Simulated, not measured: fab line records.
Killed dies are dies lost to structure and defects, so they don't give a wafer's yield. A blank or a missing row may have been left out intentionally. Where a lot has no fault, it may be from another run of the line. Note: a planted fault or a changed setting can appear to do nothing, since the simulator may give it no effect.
Chamber matching + flow sky130 + cmp-01 running SKY_VIA4_CMP_02: 4 sister chambers
The step polishes SiO2. 4 wafers are shown with their chamber, then 7 later ones without.

## EACH WAFER AND ITS CHAMBER
| wafer  | chamber | motor-current-A (A) |
|--------|---------|---------------------|
| L120.5 | 0       | 11.2                |
| L120.6 | 1       | 13.2                |
| L122.2 | 2       | 10.7                |
| L122.3 | 3       | 13.7                |

## WAFERS WHOSE CHAMBER IS MISSING
| wafer  | motor-current-A (A) |
|--------|---------------------|
| L122.4 | 13.8                |
| L133.1 | 11.8                |
| L133.3 | 10.6                |
| L133.5 | 13.0                |
| L136.1 | 11.4                |
| L136.4 | 10.3                |
| L136.5 | 10.8                |

## WHICH CHAMBER EACH WENT THROUGH
| wafer  | from the rows above     | in truth |
|--------|-------------------------|----------|
| L122.4 | can't be placed: 3 or 1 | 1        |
| L133.1 | can't be placed: 0 or 2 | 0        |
| L133.3 | can't be placed: 2 or 0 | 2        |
| L133.5 | can't be placed: 1 or 3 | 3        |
| L136.1 | can't be placed: 0 or 2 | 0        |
| L136.4 | can't be placed: 2 or 0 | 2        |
| L136.5 | can't be placed: 2 or 0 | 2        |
0 of 7 placed correctly. Unplaceable from these rows: 7, with the true chamber sitting among the candidates in 7. 0 placed wrongly.
How it was worked out, from the rows above alone: a wafer's distance from a chamber is the root of the sum, over the readings, of the square of ((its reading less the chamber's mean) divided by the reading's scatter). The wafer belongs to the nearest chamber; if the next one is less than 2 further off, it can't be placed. A chamber's mean is the mean of its shown wafers. The scatter: root of mean squared gap, hidden wafer to nearest shown wafer, with one shown wafer a chamber.
